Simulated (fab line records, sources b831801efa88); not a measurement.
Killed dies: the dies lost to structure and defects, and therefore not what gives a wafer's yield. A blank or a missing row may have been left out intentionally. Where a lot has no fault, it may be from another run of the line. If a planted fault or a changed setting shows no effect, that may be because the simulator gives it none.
Chamber matching ; flow sky130 ; SKY_FIELD_ISO_CMP_27 on cmp-01: 4 sister chambers
The step polishes, stops on Si3N4, t overpolish 16 s, target thk 457.8 nm. 15 wafers are shown with their chamber, then 7 later ones without.

== EACH WAFER AND ITS CHAMBER ==
wafer;chamber;motorCurrentA (A);timeToEndpointS (s);overpolishRunS (s)
L339.3;3;9.5;119;16.020
L339.4;1;11.1;116;15.992
L339.5;2;9.8;118;16.016
L340.3;3;10.0;117;16.002
L340.5;1;11.1;114;15.980
L340.6;0;13.1;123;15.986
L342.2;2;10.2;113;16.009
L342.3;0;12.2;121;15.983
L343.1;1;11.7;113;16.000
L343.3;0;12.8;118;15.994
L343.5;2;10.2;118;15.986
L354.1;0;13.2;115;16.002
L354.3;3;10.2;116;16.003
L354.5;0;12.7;116;16.021
L356.2;3;10.1;111;16.001

SIGNATURES (means of the wafers above)
reading;chamber 0;chamber 1;chamber 2;chamber 3;scatter within a chamber
motorCurrentA;12.800;11.300;10.067;9.950;0.338
timeToEndpointS;118.60;114.33;116.33;115.75;3.03
overpolishRunS;15.99720;15.99067;16.00367;16.00650;0.013
Rule: for each reading, subtract the chamber's mean from the wafer's reading, divide by that reading's scatter and square the result; add these up over the readings and take the root, which gives the wafer's distance from the chamber. The wafer belongs to the nearest chamber; if the next one is less than 2 further off, it can't be placed. How the scatter is found: for the shown wafers, subtract from each reading the mean of its chamber, square and add these, divide the total by (wafers less chambers), then take the root.

== WAFERS MISSING THEIR CHAMBER ==
wafer;motorCurrentA (A);timeToEndpointS (s);overpolishRunS (s)
L356.4;12.7;115;15.992
L356.6;12.5;116;15.994
L357.1;9.5;119;16.003
L357.2;9.7;120;16.011
L357.4;11.5;114;15.993
L359.3;10.1;121;16.011
L359.5;11.0;116;15.993

== THE CHAMBER EACH PASSED THROUGH ==
wafer;from the rows above;in truth
L356.4;0;0
L356.6;0;0
L357.1;can't be placed: 3 or 2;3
L357.2;can't be placed: 3 or 2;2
L357.4;1;1
L359.3;can't be placed: 2 or 3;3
L359.5;can't be placed: 1 or 2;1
Correct placement for 3 of the 7. From these rows, 4 cannot be placed; in 4 the true chamber is one of the candidates. 0 placed wrongly.
